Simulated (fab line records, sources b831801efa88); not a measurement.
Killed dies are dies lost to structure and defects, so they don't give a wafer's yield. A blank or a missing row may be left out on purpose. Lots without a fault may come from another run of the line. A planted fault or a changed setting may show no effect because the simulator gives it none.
One fault seen from 2 desks | flow gf180mcu | each desk has only its own numbers; what lay behind them comes last

THE TOOL OWNER'S DESK: cvd_w-01
The tool's own readings at GF_V3_CVD_23 (deposits W, target thk 350 nm, time 104.9 s): means of the sampled wafers that have a number, for each lot that ran on this tool. A lot is out of limits, marked OUT, if its mean lies more than 4 standard deviations from the usual mean; the brackets give that distance.
Columns: A = heater_power_w at GF_V3_CVD_23, usual 865 W
lot  | first seen here | A
L777 | day 23 02:25    | 853
L778 | day 23 05:55    | 853
L782 | day 24 15:29    | 856
L795 | day 28 21:44    | 851
L796 | day 29 01:43    | 861
L798 | day 29 12:49    | 845
L797 | day 29 16:51    | 851
L799 | day 29 22:16    | 854
This desk's finding: nothing out of limits on any of the 8 lots.

THE METROLOGY DESK
What the gauges read, lot by lot, whatever tool the lot ran on: means of the sampled wafers that have a number. A lot is out of limits, marked OUT, if its mean lies more than 4 standard deviations from the usual mean; the brackets give that distance.
Columns: A = M3_OVL at GF_M3_OVL_MEAS_15, usual -3 nm; B = V3_CVD_00_THK at GF_V3_THK_MEAS_01, usual 598 nm; C = V3_CVD_02_THK at GF_V3_THK_MEAS_03, usual 851 nm; D = V3_W_RS at GF_V3_RS_MEAS_24, usual 0.327 ohm/sq; E = V3_W_THK at GF_V3_THK_MEAS_25, usual 353 nm
lot  | first seen here | A   | B   | C   | D                | E
L776 | day 21 11:04    | -10 | 601 | 854 | 0.327            | 352
L777 | day 22 00:23    | -6  | 599 | 838 | 0.330            | 349
L778 | day 22 04:55    | 2   | 590 | 846 | 0.328            | 351
L782 | day 23 15:24    | -4  | 589 | 860 | 0.290 (-8.7) OUT | 404 (+8.9) OUT
L788 | day 25 16:06    | 1   | 595 | 855 | 0.324            | 357
L790 | day 26 09:53    | 0   | 599 | 842 | 0.325            | 354
L791 | day 26 16:31    | -5  | 600 | 859 | 0.324            | 355
L795 | day 28 00:14    | 2   | 602 | 857 | 0.319            | 364
L796 | day 28 04:05    | -1  | 602 | 847 | 0.329            | 346
L798 | day 28 15:47    | 6   | 600 | 859 | 0.333            | 348
L797 | day 28 19:59    | -5  | 598 | 848 | 0.331            | 350
L799 | day 29 01:29    | -5  | 600 | 845 | 0.326            | 350
This desk's finding: out of limits on L782; first on L782, day 24 15:36 (V3_W_RS at GF_V3_RS_MEAS_24). In limits: L776, L777, L778, L788, L790, L791, L795, L796, L798, L797, L799.

PUT TOGETHER
The metrology desk could have raised an alarm at day 24 15:36, on L782.
The tool owner's desk saw nothing out of limits.
The tool owner's desk has L782 on record, within its limits.
Of the lots named, all ran GF_V3_CVD_23 on cvd_w-01.

WHAT THE SIMULATOR HAD PUT IN
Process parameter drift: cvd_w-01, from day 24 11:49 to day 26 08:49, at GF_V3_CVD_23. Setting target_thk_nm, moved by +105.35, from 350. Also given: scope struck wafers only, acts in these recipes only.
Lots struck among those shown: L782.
Hours from the fault's start to each desk's first reading out of limits: the metrology desk, 4.
